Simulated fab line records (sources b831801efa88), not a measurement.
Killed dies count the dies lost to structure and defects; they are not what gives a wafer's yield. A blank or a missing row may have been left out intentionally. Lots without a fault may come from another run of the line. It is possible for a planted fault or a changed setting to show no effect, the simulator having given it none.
Chamber matching | flow gf180mcu | GF_V3_CMP_26 on cmp-01 has 4 sister chambers
The step polishes, stops on SiO2, t overpolish 15 s, target thk 0 nm. 4 wafers are shown with their chamber, then 12 later ones without.

## EACH WAFER AND ITS CHAMBER
wafer  | chamber | motor_current_A (A)
L089.2 | 1       | 11.7
L089.5 | 2       | 11.3
L090.5 | 3       | 11.2
L090.6 | 0       | 11.6

## WAFERS WHOSE CHAMBER IS MISSING
wafer  | motor_current_A (A)
L091.1 | 12.2
L091.3 | 11.2
L091.6 | 11.5
L094.1 | 11.0
L094.2 | 11.5
L094.3 | 11.2
L095.1 | 11.6
L095.3 | 10.9
L095.6 | 11.2
L096.2 | 11.7
L096.4 | 10.6
L096.5 | 10.7

## WHICH CHAMBER EACH WENT THROUGH
wafer  | from the rows above               | in truth
L091.1 | can't be placed: 1 or 0 or 2 or 3 | 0
L091.3 | can't be placed: 3 or 2 or 0 or 1 | 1
L091.6 | can't be placed: 0 or 1 or 2 or 3 | 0
L094.1 | can't be placed: 3 or 2 or 0 or 1 | 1
L094.2 | can't be placed: 0 or 1 or 2 or 3 | 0
L094.3 | can't be placed: 3 or 2 or 0 or 1 | 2
L095.1 | can't be placed: 0 or 1 or 2 or 3 | 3
L095.3 | can't be placed: 3 or 2 or 0 or 1 | 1
L095.6 | can't be placed: 3 or 2 or 0 or 1 | 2
L096.2 | can't be placed: 1 or 0 or 2 or 3 | 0
L096.4 | can't be placed: 3 or 2 or 0 or 1 | 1
L096.5 | can't be placed: 3 or 2 or 0 or 1 | 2
Correctly placed: 0 of 12. These rows do not allow placing 12 (true chamber among the candidates in 12). Placed wrongly: 0.
How it was worked out, from the rows above alone: a wafer's distance from a chamber is the root of the sum, over the readings, of the square of ((its reading less the chamber's mean) divided by the reading's scatter). The wafer belongs to the nearest chamber; if the next one is less than 2 further off, it can't be placed. The mean given for a chamber averages the wafers shown for that chamber. The scatter (one wafer shown for each chamber): square how far every hidden wafer sits from the nearest shown wafer, average those squares and take the square root.
